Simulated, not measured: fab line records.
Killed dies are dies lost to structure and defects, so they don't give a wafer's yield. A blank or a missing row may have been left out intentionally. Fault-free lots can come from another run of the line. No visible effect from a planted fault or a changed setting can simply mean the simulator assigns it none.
Which of the tools did it? -- flow sky130 -- 11 lots, 33 wafers sampled, at 5 steps of a route of 708

## WHAT EACH GAUGE READ, for each wafer
SKY_POLY_GATE_THK_MEAS_21. Usual: POLY_GATE_OXIDATION_THK 4.02 nm, standard deviation 0.081.
lot,measured,on,POLY_GATE_OXIDATION_THK (nm),flag
L161,day 16 07:13,filmMetro-04,3.85 4.01 3.86,
L162,day 17 02:08,filmMetro-04,3.93 3.96 3.97,
L169,day 19 18:31,filmMetro-01,5.01 4.98 4.95 5.05 4.93 5.02,OFF
L170,day 20 05:02,filmMetro-04,4.87 4.82 4.89 4.87 4.84 4.88,OFF
L176,day 22 14:02,filmMetro-04,4.15 4.09 4.07,
L178,day 22 19:02,filmMetro-01,4.06 4.12 4.03,
L177,day 22 21:46,filmMetro-01,4.00 4.00 4.07,
L179,day 23 03:55,filmMetro-03,4.16 4.10 4.20,
L182,day 23 16:04,filmMetro-04,4.14 4.11 4.16,
L181,day 23 20:46,filmMetro-03,4.07 4.11 4.07,
L183,day 24 02:47,filmMetro-03,3.99 3.90 4.00,

SKY_SD_P_TW_MEAS_11. Usual: SD_P_TW 2828, standard deviation 18.
lot,measured,on,SD_P_TW,flag
L161,day 25 07:12,filmMetro-03,2819 2812 2818,
L162,day 26 05:08,filmMetro-01,2830 2835 2835,
L169,day 28 19:16,filmMetro-01,2839 2850 2864,
L170,day 29 02:12,filmMetro-04,2820 2827 2834,
L176,day 31 08:44,filmMetro-01,2836 2845 2834,
L178,day 31 11:54,filmMetro-01,2859 2860 2864,
L177,day 31 16:25,filmMetro-04,2805 2797 2813,
L179,day 31 19:29,filmMetro-01,2846 2854 2840,
L182,day 32 07:43,filmMetro-04,2815 2820 2811,
L181,day 32 11:29,filmMetro-04,2830 2817 2825,
L183,day 32 14:59,filmMetro-04,2812 2830 2827,

## TOOL THAT RAN EACH LOT (tool first, then ch and the chambers of the sampled wafers, then the start)
lot,SKY_PWDE_STRIP_09,SKY_SONOS_ONO_STRIP_17,SKY_POLY_GATE_OXIDATION_20
L161,"plasmaAsher-02 ch 0,1, day 3 21:46","plasmaAsher-03 ch 0,1, day 12 13:44","furnace-01 ch 0, day 16 05:58"
L162,"plasmaAsher-01 ch 0,1, day 4 03:46","plasmaAsher-03 ch 0,1, day 12 22:10","furnace-02 ch 0, day 17 00:53"
L169,"plasmaAsher-03 ch 0,1, day 5 19:22","plasmaAsher-01 ch 0,1, day 15 14:38","furnace-02 ch 0, day 19 17:15"
L170,"plasmaAsher-02 ch 0,1, day 6 00:30","plasmaAsher-01 ch 0,1, day 15 22:05","furnace-02 ch 0, day 20 03:46"
L176,"plasmaAsher-01 ch 0,1, day 7 19:44","plasmaAsher-03 ch 0,1, day 18 08:32","furnace-01 ch 0, day 22 12:45"
L178,"plasmaAsher-03 ch 0,1, day 7 23:06","plasmaAsher-03 ch 0,1, day 18 14:53","furnace-02 ch 0, day 22 17:46"
L177,"plasmaAsher-02 ch 0,1, day 8 00:04","plasmaAsher-01 ch 0,1, day 18 15:17","furnace-01 ch 0, day 22 20:31"
L179,"plasmaAsher-03 ch 0,1, day 8 05:40","plasmaAsher-01 ch 0,1, day 18 22:44","furnace-02 ch 0, day 23 02:40"
L182,"plasmaAsher-03 ch 0,1, day 8 15:16","plasmaAsher-03 ch 0,1, day 19 11:05","furnace-02 ch 0, day 23 14:48"
L181,"plasmaAsher-02 ch 0,1, day 8 16:13","plasmaAsher-01 ch 0,1, day 19 15:35","furnace-02 ch 0, day 23 19:31"
L183,"plasmaAsher-03 ch 0,1, day 8 23:27","plasmaAsher-01 ch 0,1, day 19 22:25","furnace-01 ch 0, day 24 01:31"
- SKY_PWDE_STRIP_09: strips in O2/N2.
- SKY_SONOS_ONO_STRIP_17: strips in O2/N2.
- SKY_POLY_GATE_OXIDATION_20: stabilise 600 s, purge 300 s, target thk 4 nm.

## WHAT THE TOOLS THEMSELVES READ (means of the sampled wafers that have a number; where no wafer has one, the mark that the record gives instead)
SKY_PWDE_STRIP_09. Usual: drypumpMotorCurrentA 5.51 A, standard deviation 0.22; oesProductAu 0.723 a.u., standard deviation 0.004; stripTimeToEndpointS 37.35 s, standard deviation 0.14.
lot,tool,drypumpMotorCurrentA (A),oesProductAu (a.u.),stripTimeToEndpointS (s),flag
L161,plasmaAsher-02,5.59,0.721,37.17,
L162,plasmaAsher-01,5.50,0.726,37.38,
L169,plasmaAsher-03,5.44,0.721,37.33,
L170,plasmaAsher-02,5.42,0.723,37.02,
L176,plasmaAsher-01,5.49,0.725,37.44,
L178,plasmaAsher-03,5.42,0.723,37.43,
L177,plasmaAsher-02,5.59,0.720,37.17,
L179,plasmaAsher-03,5.60,0.722,37.51,
L182,plasmaAsher-03,5.62,0.723,37.36,
L181,plasmaAsher-02,5.43,0.721,37.44,
L183,plasmaAsher-03,5.43,0.720,37.27,

SKY_SONOS_ONO_STRIP_17. Usual: drypumpMotorCurrentA 5.59 A, standard deviation 0.23; oesProductAu 0.710 a.u., standard deviation 0.0046; stripTimeToEndpointS 14.12 s, standard deviation 0.035.
lot,tool,drypumpMotorCurrentA (A),oesProductAu (a.u.),stripTimeToEndpointS (s),flag
L161,plasmaAsher-03,5.44,0.708,14.14,
L162,plasmaAsher-03,5.61,0.713,14.12,
L169,plasmaAsher-01,5.54,0.713,14.11,
L170,plasmaAsher-01,5.49,0.711,14.15,
L176,plasmaAsher-03,5.41,0.708,14.15,
L178,plasmaAsher-03,5.60,0.710,14.10,
L177,plasmaAsher-01,5.53,0.708,14.07,
L179,plasmaAsher-01,5.49,0.707,14.13,
L182,plasmaAsher-03,5.43,0.709,14.13,
L181,plasmaAsher-01,5.54,0.710,14.09,
L183,plasmaAsher-01,5.53,0.713,14.13,

SKY_POLY_GATE_OXIDATION_20. Usual: spikeTcBottomC 871.2 C, standard deviation 1.5; spikeTcCentreC 851.3 C, standard deviation 1.6; spikeTcLowerC 849.7 C, standard deviation 1; spikeTcTopC 863.6 C, standard deviation 2.7; spikeTcUpperC 849.6 C, standard deviation 1.2; tubeCenterTempC 850 C, standard deviation 0.08; tube_center_temp_C_max 852.2, standard deviation 0.38; zonePowerCentrePct 17.4 %, standard deviation 1.4.
lot,tool,spikeTcBottomC (C),spikeTcCentreC (C),spikeTcLowerC (C),spikeTcTopC (C),spikeTcUpperC (C),tubeCenterTempC (C),tube_center_temp_C_max,zonePowerCentrePct (%),flag
L161,furnace-01,869.6,849.8,848.9,861.5,848.9,850,852.2,16.1,
L162,furnace-02,873.3,852.4,849.8,866.9,849.6,850,852.1,18.8,
L169,furnace-02,888.5,868.8,865.7,883.1,866.7,866,868.1,19.5,OFF
L170,furnace-02,889.1,869.1,867.3,882.1,866.3,866,868.2,19.6,OFF
L176,furnace-01,870.4,849.9,849.1,861.3,849.6,850,852.0,16.1,
L178,furnace-02,872.9,852.2,850.9,865.3,850.1,850,852.2,18.8,
L177,furnace-01,870.4,850.6,848.9,861.4,851.1,850,852.2,16.3,
L179,furnace-02,872.0,851.7,850.3,865.8,849.7,850,852.1,19.0,
L182,furnace-02,872.3,852.8,848.8,866.1,849.4,850,852.3,18.8,
L181,furnace-02,872.2,852.6,850.3,865.4,850.5,850,852.0,19.2,
L183,furnace-01,870.3,851.0,849.2,861.9,848.8,850,852.0,16.2,

## THE ANSWER, worked out from the rows above alone
Rule: a lot counts as off when the mean over its wafers that have a number is more than 3 standard deviations away from the usual mean. Also off: a lot with no number at a reading for which 4 or more lots have one. All remaining lots with rows at the step are treated as sound. Order of review: gauges by route order, followed by the tools' own readings, for which a lot's mean as printed above is used. The first step at which some lot is off is used, and at that step the reading that is off furthest; a lot without a number counts as furthest.
Off: L169, L170, at SKY_POLY_GATE_THK_MEAS_21 (POLY_GATE_OXIDATION_THK).
A tool fits if, at a process step before that reading, it ran every lot that is off, and no sound lot after the first of them. The gauges at SKY_POLY_GATE_THK_MEAS_21 aren't tried: what is off there is off at SKY_POLY_GATE_OXIDATION_20 too, on other tools, and a gauge's error can't cause that. Of those tried, none fits.

## WHAT THE SIMULATOR PUT IN
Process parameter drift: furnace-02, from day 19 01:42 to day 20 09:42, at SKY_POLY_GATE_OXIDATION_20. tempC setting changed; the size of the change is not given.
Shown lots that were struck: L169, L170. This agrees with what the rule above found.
